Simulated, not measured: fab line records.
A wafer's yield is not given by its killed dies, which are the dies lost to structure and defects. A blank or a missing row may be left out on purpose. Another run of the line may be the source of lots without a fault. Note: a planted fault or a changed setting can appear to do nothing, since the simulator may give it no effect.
Chamber matching ; flow gf180mcu ; 4 sister chambers for GF_STI_CMP_25 on cmp-02
The step polishes, stops on Si3N4, t overpolish 33 s, target thk 524.6 nm. 4 wafers are shown with their chamber, then 12 later ones without.

== EACH WAFER AND ITS CHAMBER ==
wafer;chamber;time to endpoint s (s)
L084.2;1;125
L087.3;0;137
L087.5;3;131
L087.6;2;132

== WAFERS WITHOUT THEIR CHAMBER ==
wafer;time to endpoint s (s)
L089.2;128
L089.3;125
L089.6;132
L092.2;128
L092.5;128
L092.6;124
L093.2;121
L093.3;126
L093.4;126
L096.2;125
L096.3;124
L096.4;130

== CHAMBER TAKEN BY EACH ==
wafer;from the rows above;in truth
L089.2;can't be placed: 1 or 3 or 2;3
L089.3;1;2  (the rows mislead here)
L089.6;can't be placed: 2 or 3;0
L092.2;can't be placed: 1 or 3 or 2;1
L092.5;can't be placed: 1 or 3 or 2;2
L092.6;1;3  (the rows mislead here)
L093.2;1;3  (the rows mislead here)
L093.3;1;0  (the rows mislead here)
L093.4;1;1
L096.2;1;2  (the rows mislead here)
L096.3;1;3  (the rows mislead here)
L096.4;can't be placed: 3 or 2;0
Correct placement for 1 of the 12. From these rows, 5 cannot be placed; in 3 the true chamber is one of the candidates. Wrongly placed: 6.
How it was worked out, from the rows above alone: a wafer's distance from a chamber is the root of the sum, over the readings, of the square of ((its reading less the chamber's mean) divided by the reading's scatter). If the next closest chamber is less than 2 further off than the closest, the wafer can't be placed; otherwise it belongs to the closest. A chamber's mean is the mean of its shown wafers. The scatter (one wafer shown for each chamber): square how far every hidden wafer sits from the nearest shown wafer, average those squares and take the square root.
